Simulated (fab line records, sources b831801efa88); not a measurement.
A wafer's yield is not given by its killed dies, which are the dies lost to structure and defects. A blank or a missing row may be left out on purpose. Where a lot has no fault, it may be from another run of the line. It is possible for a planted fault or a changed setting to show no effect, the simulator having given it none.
Matching of chambers + flow gf180mcu + 4 sister chambers for GF_CONTACT_CMP_27 on cmp-02
The step polishes, stops on SiO2, t overpolish 15 s, target thk 0 nm. 7 wafers are shown with their chamber, then 7 later ones without.

== WAFERS PAIRED WITH THEIR CHAMBERS ==
| wafer  | chamber | motor_current_A (A) | time_to_endpoint_s (s) |
|--------|---------|---------------------|------------------------|
| L192.3 | 3       | 11.8                | 75                     |
| L192.6 | 2       | 12.4                | 75                     |
| L193.2 | 3       | 11.4                | 73                     |
| L193.3 | 2       | 12.2                | 77                     |
| L193.6 | 1       | 13.2                | 81                     |
| L206.1 | 1       | 11.8                | 71                     |
| L206.3 | 0       | 11.0                | 70                     |

== WAFERS WITH NO CHAMBER GIVEN ==
| wafer  | motor_current_A (A) | time_to_endpoint_s (s) |
|--------|---------------------|------------------------|
| L206.4 | 11.4                | 71                     |
| L210.2 | 11.2                | 69                     |
| L210.4 | 12.7                | 76                     |
| L210.6 | 11.5                | 76                     |
| L211.3 | 11.7                | 70                     |
| L211.5 | 11.4                | 74                     |
| L211.6 | 11.4                | 73                     |

== THE CHAMBER EACH PASSED THROUGH ==
| wafer  | from the rows above               | in truth |
|--------|-----------------------------------|----------|
| L206.4 | can't be placed: 0 or 3 or 2 or 1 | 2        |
| L210.2 | can't be placed: 0 or 3           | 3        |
| L210.4 | can't be placed: 1 or 2 or 3      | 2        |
| L210.6 | can't be placed: 3 or 2 or 0 or 1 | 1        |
| L211.3 | can't be placed: 3 or 0 or 2 or 1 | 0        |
| L211.5 | can't be placed: 3 or 0 or 2 or 1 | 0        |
| L211.6 | can't be placed: 3 or 0 or 2 or 1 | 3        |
Placed correctly: 0 of 7. Not placeable from these rows: 7 (in 7, the candidates include the true chamber). Number placed wrongly: 0.
How it was worked out, from the rows above alone: a wafer's distance from a chamber is the root of the sum, over the readings, of the square of ((its reading less the chamber's mean) divided by the reading's scatter). If the next closest chamber is less than 2 further off than the closest, the wafer can't be placed; otherwise it belongs to the closest. The mean given for a chamber averages the wafers shown for that chamber. How the scatter is found: for the shown wafers, subtract from each reading the mean of its chamber, square and add these, divide the total by (wafers less chambers), then take the root.
